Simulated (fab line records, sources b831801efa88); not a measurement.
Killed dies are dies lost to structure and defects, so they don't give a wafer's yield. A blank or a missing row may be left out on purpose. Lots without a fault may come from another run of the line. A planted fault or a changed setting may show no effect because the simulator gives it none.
A struck lot beside a sound one | flow sky130 | 17 steps out of a route of 708
Sound: wafers L527.1, L527.2, L527.5. Struck: wafers L541.2, L541.4, L541.6. The cause comes at the end.
At each step with rows: each side's tool, then ch and its chambers, then its first start. Under that, the readings that differ: sound wafers | struck wafers | difference of the means | sigmas: that difference in standard deviations of wafers without a fault.
alike: readings whose means differ by less than 2 such deviations, and words and numbers that are the same on both sides. not compared: withheld readings, readings that some wafer has no value for, bounds like >300 that may hide the same value, and numbers for which the record gives no deviation and whose values overlap.
The two part at a step that has a row with sigmas, a row that says differs or no value, or rows on one side only. Numbers that don't overlap but have no deviation are shown without sigmas and don't part them. A reading that every wafer of one side lacks parts them only if that side has two wafers or more.

first, 1 step without rows for these wafers: SKY_VT_ADJUST_NCORE_IMPLANT_09.
SKY_VT_ADJUST_NCORE_STRIP_10: strips in O2/N2.
  sound on plasma_asher-01 ch 0,1, day 8 19:31; struck on plasma_asher-03 ch 0,1, day 13 22:49
  reading               | sound             | struck            | difference | sigmas
  oes_product_au (a.u.) | 0.712 0.714 0.708 | 0.714 0.719 0.733 | +0.011     | +2
  alike: drypump_motor_current_A, n2_flow_sccm, strip_time_to_endpoint_s
  not compared: rf_hours_counter_h
SKY_VT_ADJUST_NCORE_TW_MEAS_11:
  sound on film_metro-03, day 8 19:37; struck on film_metro-01, day 13 22:56
  alike: VT_ADJUST_NCORE_TW
then, 7 steps without rows for these wafers: SKY_VT_ADJUST_HVTR_DEHYDRATE_00 (time 60 s); SKY_VT_ADJUST_HVTR_HMDS_01 (prime time 60 s); SKY_VT_ADJUST_HVTR_COAT_02 (resist thk 1140 nm); SKY_VT_ADJUST_HVTR_SOFTBAKE_03 (time 60 s); SKY_VT_ADJUST_HVTR_EXPOSE_04 (exposes mask HVTRM, target cd 380 nm); SKY_VT_ADJUST_HVTR_PEB_05; SKY_VT_ADJUST_HVTR_DEVELOP_06 (develop time 60 s).
SKY_VT_ADJUST_HVTR_CD_MEAS_07: target cd 380 nm.
  sound on cd_sem-01, day 9 15:49; struck on cd_sem-02, day 15 01:26
  reading    | sound             | struck            | difference | sigmas
  cd_nm (nm) | 378.8 379.6 379.3 | 385.0 384.4 386.7 | +6.1       | +3
SKY_VT_ADJUST_HVTR_OVL_MEAS_08:
  sound on overlay-02, day 9 15:56; struck on overlay-01, day 15 01:32
  alike: VT_ADJUST_HVTR_OVL
SKY_VT_ADJUST_HVTR_IMPLANT_09:
  sound on implanter-02 ch 0, day 9 15:58; struck on implanter-01 ch 0, day 15 01:55
  alike: beam_energy_keV, dose_ions_cm2
SKY_VT_ADJUST_HVTR_STRIP_10: strips in O2/N2.
  sound on plasma_asher-02 ch 0,1, day 9 16:07; struck on plasma_asher-02 ch 0,1, day 15 02:02
  alike: drypump_motor_current_A, n2_flow_sccm, oes_product_au, strip_time_to_endpoint_s
  not compared: rf_hours_counter_h
SKY_VT_ADJUST_HVTR_TW_MEAS_11:
  sound on film_metro-04, day 9 16:13; struck on film_metro-02, day 15 02:09
  reading           | sound             | struck            | difference | sigmas
  VT_ADJUST_HVTR_TW | 211.6 211.4 212.1 | 257.8 260.0 259.3 | +47.3      | +19
then, 1 step without rows for these wafers: SKY_VT_ADJUST_PCH_DEHYDRATE_00 (time 60 s).
-- the record jumps here: 35 days lie between the struck wafers' starts before and after (it left off in module VT_ADJUST_PCH and takes up again in module PAD_OPEN, whose first step shown is number 708 of the route) --
SKY_PAD_OPEN_PROBE_99:
  sound on prober-02, day 45 16:02; struck on prober-01, day 49 21:01
  reading                                   | sound                   | struck                  | difference | sigmas
  model.etest.pfet_01v8_mvt.drive_ua_um     | 152.9 150.5 151.5       | 196.2 195.8 197.4       | +44.8      |
  model.etest.pfet_01v8_mvt.off_log10_a_um  | -10.64 -10.64 -10.48    | -6.233 -6.403 -6.346    | +4.259     |
  model.etest.pfet_01v8_mvt.vt_sat_v (V)    | -0.5687 -0.5705 -0.56   | -0.1052 -0.11 -0.1063   | +0.4592    |
  model.etest.pfet_01v8_mvt.vt_v (V)        | -0.6565 -0.6602 -0.6481 | -0.2544 -0.2575 -0.2595 | +0.3978    |
  model.etest.pfet_01v8_mvt.vt_long_v (V)   | -0.8615 -0.8656 -0.8581 | -0.5233 -0.5257 -0.5322 | +0.3347    |
  model.etest.pfet_01v8_mvt.body_rise_v (V) | -0.188 -0.1907 -0.1902  | -0.2261 -0.225 -0.223   | -0.0351    |
  alike: killed_at_M0_to_M3, killed_at_M4_up, killed_at_contacts, killed_at_front_end, killed_at_other, killed_dies, killed_open, killed_short

WHERE THEY PART
First at SKY_VT_ADJUST_NCORE_STRIP_10; last, within this record, at SKY_VT_ADJUST_HVTR_TW_MEAS_11. Later steps at which nothing parts them and some readings are alike: SKY_PAD_OPEN_PROBE_99.

WHY: what the simulator had put in
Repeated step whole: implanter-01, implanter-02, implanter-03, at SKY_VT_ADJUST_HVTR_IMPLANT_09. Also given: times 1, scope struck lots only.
